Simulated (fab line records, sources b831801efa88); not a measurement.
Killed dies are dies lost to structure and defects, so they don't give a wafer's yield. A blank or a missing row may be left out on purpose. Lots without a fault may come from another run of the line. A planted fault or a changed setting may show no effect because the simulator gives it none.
Problem report in the 8D (eight disciplines) form, filled by code | flow sky130 | the parts of the form that need people (team, actions taken, sign-off) are left out

1. THE PROBLEM
POLY_GATE_OXIDATION_THK at SKY_POLY_GATE_THK_MEAS_21 reads a mean of 4.78 nm on 9 wafers of 3 lots; wafers without a fault read 4.01 nm with a standard deviation of 0.094. That is +8.2 standard deviations from the usual mean.
First seen on wafer L747.2, day 21 20:40, on film_metro-01. The record holds 33 wafers of 11 lots with a number at this step. Rule for "out", or "out of limits": more than 4 standard deviations from the usual mean. The other wafers with a number count as sound.

2. WHAT IT IS AND WHAT IT IS NOT
question                    | is                      | is not
which readings at this step | POLY_GATE_OXIDATION_THK | -
which lots                  | L747, L748, L750        | L733, L738, L740, L743, L745, L746, L749, L755
which wafers of those lots  | all that have a number  | -
read on which gauges        | film_metro-01           | film_metro-02, film_metro-03
when                        | from day 21 20:40       | up to then (18 sound wafers); but 6 sound wafers of L749, L755 came after

3. SUSPECTS, AND WHAT RULES EACH OUT
Counting: a tool at a process step up to the reading stays a suspect if it ran every lot that is out and no sound lot after the first of them.
- the gauge at SKY_POLY_GATE_THK_MEAS_21: ruled out. All the wafers that are out were read on film_metro-01, but those of them that SKY_POLY_GATE_OXIDATION_20 has rows for are out there too, on other tools.
- furnace-02 at SKY_POLY_GATE_OXIDATION_20 (stabilise 600 s, purge 300 s, target thk 4 nm): kept. It ran every lot that is out, first L747 (day 21 19:25), and no sound lot after that; its last sound lot up to then is L746 (day 21 14:54). Its own readings are out on those wafers: spike_tc_centre_C, spike_tc_lower_C, spike_tc_top_C, spike_tc_upper_C, tube_center_temp_C, tube_center_temp_C_max.
Left after counting: furnace-02 at SKY_POLY_GATE_OXIDATION_20.

4. THE CAUSE (what the simulator had put in)
Process parameter drift: furnace-02, from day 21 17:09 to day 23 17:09, at SKY_POLY_GATE_OXIDATION_20. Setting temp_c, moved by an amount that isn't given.
Counting left only this tool.

5. THE CHAIN OF EFFECTS, in route order
Each row: a reading whose mean over the struck wafers that have a number lies more than 3 standard deviations from the usual. Only readings for which the record gives a usual standard deviation are gone through. hours: the time from each lot's start at the first step in this table that gives one to its start at this step, as a median over the lots. sigmas: the change in usual standard deviations.
hours | step                       | reading                 | usual   | on struck wafers | change | sigmas
0     | SKY_POLY_GATE_OXIDATION_20 | spike_tc_bottom_C       | 866.3 C | 875.2            | +8.9   | +3.2
0     | SKY_POLY_GATE_OXIDATION_20 | spike_tc_centre_C       | 850.3 C | 861.9            | +11.6  | +9.6
0     | SKY_POLY_GATE_OXIDATION_20 | spike_tc_lower_C        | 849.9 C | 861.9            | +12.0  | +11
0     | SKY_POLY_GATE_OXIDATION_20 | spike_tc_top_C          | 861.6 C | 872.7            | +11.1  | +11
0     | SKY_POLY_GATE_OXIDATION_20 | spike_tc_upper_C        | 849.6 C | 861.6            | +12.0  | +9.2
0     | SKY_POLY_GATE_OXIDATION_20 | tube_center_temp_C      | 850 C   | 861              | +11    | +99 or more
0     | SKY_POLY_GATE_OXIDATION_20 | tube_center_temp_C_max  | 852.1   | 863.2            | +11.1  | +32
1     | SKY_POLY_GATE_THK_MEAS_21  | POLY_GATE_OXIDATION_THK | 4.01 nm | 4.78             | +0.77  | +8.2
The process steps in it:
- SKY_POLY_GATE_OXIDATION_20: stabilise 600 s, purge 300 s, target thk 4 nm.

6. WHAT WOULD HAVE CAUGHT IT SOONER
In this record the first reading out of limits at a measuring or inspecting step was taken at day 21 20:40, 4 hours after the fault began at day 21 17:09.
The tool's own readings at SKY_POLY_GATE_OXIDATION_20 were out on every struck wafer that the step has a row for (spike_tc_centre_C, spike_tc_lower_C, spike_tc_top_C, spike_tc_upper_C, tube_center_temp_C, tube_center_temp_C_max): an alarm limit on them would have fired on the first of those.
Of the lots that are out (3), L748, L750 began SKY_POLY_GATE_OXIDATION_20 on furnace-02 after day 21 20:40. A hold on the tool at that time would have spared those 2.
